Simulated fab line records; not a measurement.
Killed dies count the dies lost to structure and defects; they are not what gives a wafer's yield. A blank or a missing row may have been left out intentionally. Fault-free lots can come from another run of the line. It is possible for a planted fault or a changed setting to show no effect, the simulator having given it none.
The tool behind it: which one? -- flow sky130 -- 11 lots with 33 wafers sampled at 4 steps, on a route of 708 steps

== WHAT THE GAUGES SHOWED, per wafer ==
SKY_SONOS_ONO_OVL_MEAS_14. Usual: SONOS_ONO_OVL -1.0 nm, standard deviation 1.3.
lot,measured,on,SONOS_ONO_OVL (nm),flag
L791,day 12 23:23,overlay-02,0.2 -0.7 1.1,
L793,day 13 10:03,overlay-01,-2.6 -4.0 -2.2,
L798,day 15 07:55,overlay-02,-0.4 -0.3 2.3,
L800,day 15 17:57,overlay-01,-2.0 -3.0 -2.3,
L806,day 18 16:53,overlay-01,-1.3 -0.6 -1.2,
L807,day 19 00:16,overlay-02,-1.6 -1.0 -2.6,
L808,day 19 00:35,overlay-01,-1.9 -1.8 -1.6,
L809,day 19 11:44,overlay-01,0.5 -2.4 -1.8,
L810,day 19 11:53,overlay-01,-4.3 -3.2 -3.7,
L812,day 20 04:26,overlay-01,-1.0 -2.9 -1.2,
L813,day 20 12:44,overlay-01,-1.6 -1.9 0.0,

SKY_RES_PROTECT_TW_MEAS_08. Usual: POLY_GATE_TW 4089, standard deviation 31.
lot,measured,on,POLY_GATE_TW,flag
L791,day 15 08:50,film-metro-03,4125 4126 4120,
L793,day 16 01:20,film-metro-02,4060 4059 4078,
L798,day 17 21:58,film-metro-02,4190 4203 4223,OFF
L800,day 18 08:40,film-metro-01,4180 4192 4177,OFF
L806,day 21 12:18,film-metro-01,4080 4067 4074,
L807,day 22 06:25,film-metro-03,4133 4136 4113,
L808,day 22 06:45,film-metro-03,4119 4118 4140,
L809,day 22 07:02,film-metro-03,4086 4078 4095,
L810,day 22 07:19,film-metro-01,4037 4061 4059,
L812,day 22 20:38,film-metro-01,4051 4057 4059,
L813,day 23 06:04,film-metro-03,4081 4104 4125,

== TOOL THAT RAN EACH LOT (tool first, then ch and the chambers of the sampled wafers, then the start) ==
lot,SKY_POLY_GATE_IMPLANT_02,SKY_RES_PROTECT_STRIP_07
L791,"implanter-01 ch 0, day 15 08:36","plasma-asher-03 ch 1, day 15 08:43"
L793,"implanter-04 ch 0, day 16 01:07","plasma-asher-01 ch 0,1, day 16 01:15"
L798,"implanter-02 ch 0, day 17 21:43","plasma-asher-01 ch 1, day 17 21:52"
L800,"implanter-02 ch 0, day 18 08:26","plasma-asher-02 ch 0,1, day 18 08:33"
L806,"implanter-02 ch 0, day 21 12:03","plasma-asher-01 ch 0,1, day 21 12:12"
L807,"implanter-02 ch 0, day 22 06:10","plasma-asher-01 ch 0,1, day 22 06:19"
L808,"implanter-04 ch 0, day 22 06:33","plasma-asher-03 ch 0,1, day 22 06:39"
L809,"implanter-01 ch 0, day 22 06:48","plasma-asher-02 ch 0,1, day 22 06:55"
L810,"implanter-02 ch 0, day 22 07:04","plasma-asher-01 ch 0,1, day 22 07:13"
L812,"implanter-02 ch 0, day 22 20:26","plasma-asher-01 ch 0,1, day 22 20:32"
L813,"implanter-01 ch 0, day 23 05:50","plasma-asher-01 ch 0,1, day 23 05:58"
- SKY_POLY_GATE_IMPLANT_02
- SKY_RES_PROTECT_STRIP_07: strips in O2/N2.

== AS READ BY THE TOOLS THEMSELVES (means over the sampled wafers that have a number; for cases with no such wafer, the mark the record gives instead) ==
SKY_POLY_GATE_IMPLANT_02. Usual: beam-on-s 36.5 s, standard deviation 2.5; dose-ions-cm2 7.7e+15, standard deviation 8.4e+12.
lot,tool,beam-on-s (s),dose-ions-cm2,flag
L791,implanter-01,38.3,7.7e+15,
L793,implanter-04,38.0,7.7e+15,
L798,implanter-02,61.1,1.4e+16,OFF
L800,implanter-02,61.9,1.4e+16,OFF
L806,implanter-02,32.9,7.7e+15,
L807,implanter-02,33.7,7.7e+15,
L808,implanter-04,38.5,7.7e+15,
L809,implanter-01,39.5,7.7e+15,
L810,implanter-02,34.2,7.7e+15,
L812,implanter-02,33.3,7.7e+15,
L813,implanter-01,38.3,7.7e+15,

SKY_RES_PROTECT_STRIP_07. Usual: drypump-motor-current-A 5.7 A, standard deviation 0.43; oes-product-au 0.517 a.u., standard deviation 0.0047; strip-time-to-endpoint-s 23.29 s, standard deviation 0.035.
lot,tool,drypump-motor-current-A (A),oes-product-au (a.u.),strip-time-to-endpoint-s (s),flag
L791,plasma-asher-03,6.2,0.519,23.29,
L793,plasma-asher-01,5.4,0.523,23.32,
L798,plasma-asher-01,5.5,0.496,25.09,OFF
L800,plasma-asher-02,5.5,0.500,25.02,OFF
L806,plasma-asher-01,5.4,0.522,23.29,
L807,plasma-asher-01,5.4,0.511,23.31,
L808,plasma-asher-03,6.2,0.520,23.30,
L809,plasma-asher-02,5.8,0.523,23.31,
L810,plasma-asher-01,5.4,0.521,23.31,
L812,plasma-asher-01,5.4,0.516,23.30,
L813,plasma-asher-01,5.4,0.518,23.33,

== THE ANSWER, worked out from the rows above alone ==
Rule: lot off if the mean of its wafers having a number is beyond 3 standard deviations from the usual mean. A lot without any number at a reading at which 4 lots or more have one is off too. Where the step has rows for the other lots, those lots are counted as sound. After the gauges, taken in route order, come the tools' own readings; for these a lot's mean is taken, as printed above. At the first step where some lot is off, the reading lying furthest off is the one used; lots without a number count as furthest.
Off: L798, L800, at SKY_RES_PROTECT_TW_MEAS_08 (POLY_GATE_TW).
If a tool, at a process step before that reading, ran all the lots that are off and no sound lot after the first of them, it fits. The gauges at SKY_RES_PROTECT_TW_MEAS_08 aren't tried: what is off there is off at SKY_POLY_GATE_IMPLANT_02 too, on other tools, and a gauge's error can't cause that. Not one of the candidates tried fits.

== WHAT WAS PUT IN BY THE SIMULATOR ==
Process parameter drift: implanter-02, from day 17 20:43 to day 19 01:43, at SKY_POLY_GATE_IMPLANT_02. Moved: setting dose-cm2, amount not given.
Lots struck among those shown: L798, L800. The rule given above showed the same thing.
